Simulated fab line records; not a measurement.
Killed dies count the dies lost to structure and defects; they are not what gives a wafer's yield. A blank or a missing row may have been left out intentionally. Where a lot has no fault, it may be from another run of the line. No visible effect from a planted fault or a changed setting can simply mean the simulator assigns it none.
Check for tools in common || flow gf180mcu || Lots sampled 13, wafers sampled 39

WHY IT WAS OPENED
Of 13 lots, 2 have the reading VT_IMPLANT_4_TW flagged at GF_VT_IMPLANT_TW_MEAS_43. Wafers without a fault read 689, standard deviation 3.7.
Rule: a lot is flagged in two cases, either no wafer of it has a number, or all its wafers with numbers fall more than 4 standard deviations from that mean. As for the other lots, they are considered sound.

{"lot": "L251", "measured": "day 7 18:56", "on": "filmMetro-02", "VT_IMPLANT_4_TW, wafer by wafer": "681 684 683", "flag": ""}
{"lot": "L252", "measured": "day 8 00:37", "on": "filmMetro-01", "VT_IMPLANT_4_TW, wafer by wafer": "692 694 690", "flag": ""}
{"lot": "L254", "measured": "day 8 14:55", "on": "filmMetro-01", "VT_IMPLANT_4_TW, wafer by wafer": "688 692 693", "flag": ""}
{"lot": "L255", "measured": "day 8 20:52", "on": "filmMetro-02", "VT_IMPLANT_4_TW, wafer by wafer": "688 691 689", "flag": ""}
{"lot": "L257", "measured": "day 9 08:58", "on": "filmMetro-01", "VT_IMPLANT_4_TW, wafer by wafer": "689 687 685", "flag": ""}
{"lot": "L259", "measured": "day 9 23:41", "on": "filmMetro-01", "VT_IMPLANT_4_TW, wafer by wafer": "688 693 692", "flag": ""}
{"lot": "L260", "measured": "day 10 07:10", "on": "filmMetro-01", "VT_IMPLANT_4_TW, wafer by wafer": "693 689 691", "flag": ""}
{"lot": "L262", "measured": "day 10 21:50", "on": "filmMetro-01", "VT_IMPLANT_4_TW, wafer by wafer": "685 689 691", "flag": ""}
{"lot": "L264", "measured": "day 11 13:11", "on": "filmMetro-02", "VT_IMPLANT_4_TW, wafer by wafer": "735 732 735", "flag": "FLAGGED"}
{"lot": "L266", "measured": "day 11 23:20", "on": "filmMetro-01", "VT_IMPLANT_4_TW, wafer by wafer": "690 687 687", "flag": ""}
{"lot": "L267", "measured": "day 12 07:25", "on": "filmMetro-02", "VT_IMPLANT_4_TW, wafer by wafer": "737 733 735", "flag": "FLAGGED"}
{"lot": "L272", "measured": "day 13 19:37", "on": "filmMetro-03", "VT_IMPLANT_4_TW, wafer by wafer": "692 692 693", "flag": ""}
{"lot": "L273", "measured": "day 14 02:49", "on": "filmMetro-02", "VT_IMPLANT_4_TW, wafer by wafer": "689 687 689", "flag": ""}
The mean of the flagged lots' numbers is 734, +46 from the usual (+12 standard deviations).

EACH LOT AND THE TOOL IT RAN ON
The record holds 1 process step before the reading, out of a route of 602 steps. Read each cell as the tool, then ch plus the chambers that the sampled wafers visited, then the start.
{"lot": "L251", "flag": "", "GF_VT_IMPLANT_IMPLANT_41": "implanter-03 ch 0, day 7 18:42"}
{"lot": "L252", "flag": "", "GF_VT_IMPLANT_IMPLANT_41": "implanter-03 ch 0, day 8 00:22"}
{"lot": "L254", "flag": "", "GF_VT_IMPLANT_IMPLANT_41": "implanter-03 ch 0, day 8 14:40"}
{"lot": "L255", "flag": "", "GF_VT_IMPLANT_IMPLANT_41": "implanter-01 ch 0, day 8 20:39"}
{"lot": "L257", "flag": "", "GF_VT_IMPLANT_IMPLANT_41": "implanter-01 ch 0, day 9 08:43"}
{"lot": "L259", "flag": "", "GF_VT_IMPLANT_IMPLANT_41": "implanter-03 ch 0, day 9 23:28"}
{"lot": "L260", "flag": "", "GF_VT_IMPLANT_IMPLANT_41": "implanter-02 ch 0, day 10 06:55"}
{"lot": "L262", "flag": "", "GF_VT_IMPLANT_IMPLANT_41": "implanter-02 ch 0, day 10 21:36"}
{"lot": "L264", "flag": "FLAGGED", "GF_VT_IMPLANT_IMPLANT_41": "implanter-02 ch 0, day 11 12:57"}
{"lot": "L266", "flag": "", "GF_VT_IMPLANT_IMPLANT_41": "implanter-03 ch 0, day 11 23:07"}
{"lot": "L267", "flag": "FLAGGED", "GF_VT_IMPLANT_IMPLANT_41": "implanter-02 ch 0, day 12 07:10"}
{"lot": "L272", "flag": "", "GF_VT_IMPLANT_IMPLANT_41": "implanter-03 ch 0, day 13 19:22"}
{"lot": "L273", "flag": "", "GF_VT_IMPLANT_IMPLANT_41": "implanter-01 ch 0, day 14 02:34"}
What is done by these steps:
- GF_VT_IMPLANT_IMPLANT_41
- GF_VT_IMPLANT_TW_MEAS_43

FLAGGED AGAINST TOTAL, ONE TOOL AT A TIME (gauges that did the reading follow at the end)
{"step": "GF_VT_IMPLANT_IMPLANT_41", "tool": "implanter-01", "lots run": 3, "flagged": 0, "share of the flagged lots": "none", "sound lots run after its first flagged lot": "-"}
{"step": "GF_VT_IMPLANT_IMPLANT_41", "tool": "implanter-02", "lots run": 4, "flagged": 2, "share of the flagged lots": "all", "sound lots run after its first flagged lot": 0}
{"step": "GF_VT_IMPLANT_IMPLANT_41", "tool": "implanter-03", "lots run": 6, "flagged": 0, "share of the flagged lots": "none", "sound lots run after its first flagged lot": "-"}
{"step": "GF_VT_IMPLANT_TW_MEAS_43", "tool": "filmMetro-01", "lots run": 7, "flagged": 0, "share of the flagged lots": "none", "sound lots run after its first flagged lot": "-"}
{"step": "GF_VT_IMPLANT_TW_MEAS_43", "tool": "filmMetro-02", "lots run": 5, "flagged": 2, "share of the flagged lots": "all", "sound lots run after its first flagged lot": "1 (L273)"}
{"step": "GF_VT_IMPLANT_TW_MEAS_43", "tool": "filmMetro-03", "lots run": 1, "flagged": 0, "share of the flagged lots": "none", "sound lots run after its first flagged lot": "-"}

WHAT IS ALLOWED BY THE TABLE
implanter-02 at GF_VT_IMPLANT_IMPLANT_41 and filmMetro-02 at GF_VT_IMPLANT_TW_MEAS_43 are the 2 rows of the table that ran each flagged lot.
- implanter-02 at GF_VT_IMPLANT_IMPLANT_41: 2 of its 4 lots flagged. Its last sound lot is L262 (day 10 21:36), its first flagged lot L264 (day 11 12:57): a fault that began between those two fits. Its own readings (doseIonsCm2, faradayCurrentUA) fall more than 4 standard deviations out on all wafers of the flagged lots.
- filmMetro-02 at GF_VT_IMPLANT_TW_MEAS_43: 2 of its 5 lots flagged. Sound lots followed the first flagged one (L273) on it, something a lasting fault affecting the whole tool could not allow.
implanter-02 at GF_VT_IMPLANT_IMPLANT_41 is the single tool remaining.

WHAT HAD BEEN PUT IN BY THE SIMULATOR
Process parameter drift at GF_VT_IMPLANT_IMPLANT_41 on implanter-02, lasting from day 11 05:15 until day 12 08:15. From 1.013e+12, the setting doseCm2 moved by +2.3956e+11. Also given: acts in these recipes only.
Lots struck among those shown: L264, L267. The rule above reached the same finding.
